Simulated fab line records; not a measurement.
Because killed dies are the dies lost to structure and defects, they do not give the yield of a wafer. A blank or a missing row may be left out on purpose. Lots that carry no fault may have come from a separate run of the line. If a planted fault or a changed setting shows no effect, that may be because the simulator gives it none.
Struck lot and sound lot, side by side | flow gf180mcu | 17 out of 602 route steps
Sound: wafers L709.3, L709.5, L709.6. Struck: wafers L721.5, L721.6 (left out: L721.4, a lot-mate that was not struck); the cause follows at the end.
Order at every step that has rows: each side's tool, ch and its chambers, its first start. Under that, the readings that differ: sound wafers | struck wafers | difference of the means | sigmas: that difference in standard deviations of wafers without a fault.
alike: readings whose means differ by less than 2 such deviations, and words and numbers that are the same on both sides. not compared: withheld readings, readings that some wafer has no value for, bounds like >300 that may hide the same value, and numbers for which the record gives no deviation and whose values overlap.
The two part at a step that has a row with sigmas, a row that says differs or no value, or rows on one side only. Numbers that have no deviation but don't overlap get no sigmas and don't part them. A reading missing from all wafers of one side parts the sides only when that side holds two or more wafers.

first, 4 steps without rows for these wafers: GF_M1_SOFTBAKE_10 (time 60 s); GF_M1_EXPOSE_11 (exposes mask Metal1, target cd 230 nm); GF_M1_PEB_12 (peb time 90 s); GF_M1_DEVELOP_13 (develop time 60 s).
GF_M1_CD_MEAS_14: target cd 230 nm.
  sound on cd sem-01 at day 20 11:27; struck on cd sem-01 at day 24 09:34
  alike: cd nm
GF_M1_OVL_MEAS_15:
  sound on overlay-01 at day 20 11:32; struck on overlay-02 at day 24 09:39
  alike: M1_OVL
GF_M1_METAL_ETCH_16: etches the open film in Cl2/BCl3, stops on SiO2, target depth 750.8 nm, time 125.1 s.
  sound on rie metal-03 ch 0,1, day 20 11:37; struck on rie metal-01 ch 0,1, day 24 09:43
  reading                     | sound       | struck  | difference | sigmas
  drypump motor current A (A) | 6.2 6.2 5.8 | 5.6 4.9 | -0.8       | -3
  alike: he backside leak sccm, mfc cl2 sccm, oes product au, throttle valve pct
  not compared: rf hours counter h
GF_M1_STRIP_17: strips in O2/N2.
  sound on plasma asher-02 ch 0,1, day 20 11:44; struck on plasma asher-01 ch 0,1, day 24 09:50
  reading                      | sound          | struck    | difference | sigmas
  strip time to endpoint s (s) | 7.45 7.47 7.37 | 7.32 7.30 | -0.12      | -3
  alike: drypump motor current A, heater power w, oes product au
  not compared: rf hours counter h
then, 3 steps without rows for these wafers: GF_M1_STRIP_18 (strips in post etch residue remover, time 1200 s); GF_M1_CLEAN_19 (cleans in DIW); GF_V1_CVD_00 (deposits SiO2, target thk 600 nm, time 100 s).
GF_V1_THK_MEAS_01:
  sound on film metro-01 at day 20 12:19; struck on film metro-02 at day 24 10:26
  alike: V1_CVD_00_THK
GF_V1_CVD_02: deposits SiO2 from TEOS, target thk 850 nm, time 94.851 s.
  sound on pecvd-04 ch 1,2, day 20 12:22; struck on pecvd-04 ch 0,1, day 24 10:30
  reading                             | sound             | struck      | difference | sigmas
  run length s (s)                    | 122.2 122.2 122.1 | 133.6 132.0 | +10.6      | +25
  model.SiO2_of_V1_CVD_02.thk nm (nm) | 847.4 862.8 869.2 | 939.9 943.7 | +82.0      |
  alike: heater power w
GF_V1_THK_MEAS_03:
  sound on film metro-03 at day 20 12:27; struck on film metro-01 at day 24 10:34
  reading            | sound       | struck  | difference | sigmas
  V1_CVD_02_THK (nm) | 848 863 869 | 939 943 | +81        | +7
GF_V1_CMP_04: polishes SiO2.
  sound on cmp-01 ch 0,2,3, day 20 12:38; struck on cmp-02 ch 0,3, day 24 10:41
  reading                | sound             | struck      | difference | sigmas
  platen rpm (rpm)       | 60.01 60.19 60.00 | 59.97 59.91 | -0.13      | -3
  time to endpoint s (s) | 81 85 85          | 115 116     | +32        | +6
  alike: motor current A
GF_V1_BOW_MEAS_05:
  sound on film metro-03 at day 20 12:50; struck on film metro-03 at day 24 10:57
  alike: V1_BOW
next, for these wafers, 1 step has no rows: GF_PASSIVATION_PROBE_99.

WHERE THEY PART
First at GF_M1_METAL_ETCH_16; last, within this record, at GF_V1_CMP_04. Later steps at which nothing parts them and some readings are alike: GF_V1_BOW_MEAS_05.

WHY: whatever the simulator had introduced
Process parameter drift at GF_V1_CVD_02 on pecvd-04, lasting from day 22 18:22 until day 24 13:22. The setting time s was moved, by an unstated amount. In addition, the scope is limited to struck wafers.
